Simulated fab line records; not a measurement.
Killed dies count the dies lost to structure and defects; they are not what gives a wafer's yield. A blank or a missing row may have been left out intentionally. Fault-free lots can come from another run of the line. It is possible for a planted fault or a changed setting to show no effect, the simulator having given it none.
Problem report in the 8D (eight disciplines) form, filled by code + flow gf180mcu + the parts of the form that need people (team, actions taken, sign-off) are left out

== 1. WHAT WENT WRONG ==
GF_V1_SOFTBAKE_10, heaterPowerTotalW: mean 99.17 W over 1 wafer from 1 lot; wafers with no fault: 93.06 W, standard deviation 0.063. That puts it +97 standard deviations away from the usual mean.
The step: time 60 s.
First seen on wafer L821.1, day 23 19:00, on lithoTrack-01. The record has a number at this step for 38 wafers belonging to 13 lots. Rule for "out", or "out of limits": more than 4 standard deviations from the usual mean. All remaining wafers that have a number are taken as sound.

== 2. WHAT IT IS AND WHAT IT IS NOT ==
| question                    | is                            | is not                                                                          |
|-----------------------------|-------------------------------|---------------------------------------------------------------------------------|
| which readings at this step | heaterPowerTotalW, runLengthS | -                                                                               |
| which lots                  | L821                          | L804, L805, L807, L808, L809, L810, L811, L813, L814, L824, L825, L826          |
| which wafers of those lots  | L821.1                        | L821.2                                                                          |
| read on which tools         | lithoTrack-01                 | lithoTrack-03, lithoTrack-04                                                    |
| when                        | from day 23 19:00             | up to then (28 sound wafers); but 9 sound wafers of L824, L825, L826 came after |

== 3. SUSPECTS, AND WHAT RULES EACH OUT ==
Counting: any tool at a process step up to the reading remains a suspect provided it ran every lot that is out. Sound lots after the first of them don't rule it out here, since some wafers of a struck lot are sound.
- pvdSputter-03 at GF_CONTACT_SPUTTER_22 (material Ti, target thk 15 nm, time 80.02 s): kept. L821, the lot that is out, went through it at day 22 07:23; up to then, the latest sound lot through it was L811 at day 18 20:09.
- lithoTrack-01 at GF_V1_SOFTBAKE_10 (time 60 s): kept. L821, the lot that is out, went through it at day 23 19:00; up to then, the latest sound lot through it was L814 at day 21 12:00. On those wafers its own readings are out: heaterPowerTotalW, runLengthS.
Remaining after the count are pvdSputter-03 at GF_CONTACT_SPUTTER_22 and lithoTrack-01 at GF_V1_SOFTBAKE_10.

== 4. THE CAUSE (what the simulator had put in) ==
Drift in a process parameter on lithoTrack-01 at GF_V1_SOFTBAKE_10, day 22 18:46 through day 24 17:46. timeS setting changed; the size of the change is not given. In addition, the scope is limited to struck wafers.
After counting, 2 suspects remain, this tool included.

== 5. THE EFFECT CHAIN, in route order ==
Rows list readings where the struck wafers' mean (over those with a number) sits beyond 3 standard deviations from the usual. Scope: only readings with a usual standard deviation given in the record; hours: median across lots of the time from each lot's start at the first step in this table that gives one to its start at this step; sigmas: change in usual standard deviations.
| hours | step              | reading           | usual   | on struck wafers | change | sigmas |
|-------|-------------------|-------------------|---------|------------------|--------|--------|
| 0     | GF_V1_SOFTBAKE_10 | heaterPowerTotalW | 93.06 W | 99.17            | +6.11  | +97    |
| 0     | GF_V1_SOFTBAKE_10 | runLengthS        | 89.02 s | 78.43            | -10.59 | -44    |
The process steps in it:
- GF_V1_SOFTBAKE_10: time 60 s.

== 6. HOW IT WOULD HAVE BEEN CAUGHT EARLIER ==
The fault began at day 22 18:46; the first out-of-limits reading in this record came at day 23 19:00, 24 hours later.
